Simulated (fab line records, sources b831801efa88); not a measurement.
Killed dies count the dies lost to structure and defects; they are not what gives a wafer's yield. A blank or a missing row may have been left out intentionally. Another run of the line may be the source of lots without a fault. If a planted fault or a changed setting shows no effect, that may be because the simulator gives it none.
The tool behind it: which one? | flow gf180mcu | 18 wafers from 6 lots sampled at 4 of the route's 602 steps

== WHAT THE GAUGES SHOWED, per wafer ==
GF_M4_CD_MEAS_14: the cd target is 280 nm.
lot  | measured     | on        | cd nm (nm)
L958 | day 23 15:05 | cd sem-01 | 280.4 280.6 278.8
L963 | day 25 11:33 | cd sem-01 | 280.7 280.5 281.4
L965 | day 26 08:14 | cd sem-01 | 282.1 283.4 282.7
L969 | day 27 09:24 | cd sem-02 | 296.5 297.1 298.7
L977 | day 29 17:09 | cd sem-01 | 279.2 279.7 279.5
L979 | day 30 03:44 | cd sem-02 | 279.3 280.4 280.5

== WHAT TOOL EACH LOT RAN ON (gives the tool, then ch and the chambers of the sampled wafers, and finally the start) ==
lot  | GF_V3_SPUTTER_22             | GF_M4_SPUTTER_00             | GF_M4_SOFTBAKE_10
L958 | pvd sputter-03, day 22 15:17 | pvd sputter-03, day 22 15:55 | litho track-03 ch 0, day 23 03:36
L963 | pvd sputter-01, day 24 13:50 | pvd sputter-02, day 24 14:28 | litho track-01 ch 0, day 25 01:12
L965 | pvd sputter-01, day 25 10:35 | pvd sputter-01, day 25 11:14 | litho track-04 ch 0, day 25 21:41
L969 | pvd sputter-04, day 26 12:20 | pvd sputter-03, day 26 12:58 | litho track-04 ch 0, day 26 23:05
L977 | pvd sputter-03, day 28 21:29 | pvd sputter-03, day 28 22:07 | litho track-01 ch 0, day 29 07:30
L979 | pvd sputter-03, day 29 08:23 | pvd sputter-01, day 29 09:01 | litho track-03 ch 0, day 29 18:42
- GF_V3_SPUTTER_22: material TiN, target thk 10 nm, time 40 s.
- GF_M4_SPUTTER_00: material Ti, target thk 37.5 nm, time 150 s.
- GF_M4_SOFTBAKE_10: time 60 s.

== THE ANSWER, worked out from the rows above alone ==
Rule: the lots themselves supply what counts as usual. The widest of any qualifying gaps counts: lots, ordered by their means at a reading, are off when they make up no more than a third of the lots, leave a main group of 4 or more, and stand apart from it by 3 or more times the standard deviation of that group's means. Not used: any main group whose means are identical at the precision the tables above print for the reading. A lot without any number at a reading at which 4 lots or more have one is off too. Any other lot the step has rows for is counted as sound.
Off: L969, at GF_M4_CD_MEAS_14 (cd nm). Mean 280.6 nm and standard deviation 1.2 in the main group.
A tool fits if, at a process step before that reading, it ran every lot that is off, and no sound lot after the first of them. Gauges at GF_M4_CD_MEAS_14: tried the same way as those tools. This does not decide it: 2 tools fit, namely pvd sputter-04 at GF_V3_SPUTTER_22 and litho track-04 at GF_M4_SOFTBAKE_10.

== WHAT THE SIMULATOR PUT IN ==
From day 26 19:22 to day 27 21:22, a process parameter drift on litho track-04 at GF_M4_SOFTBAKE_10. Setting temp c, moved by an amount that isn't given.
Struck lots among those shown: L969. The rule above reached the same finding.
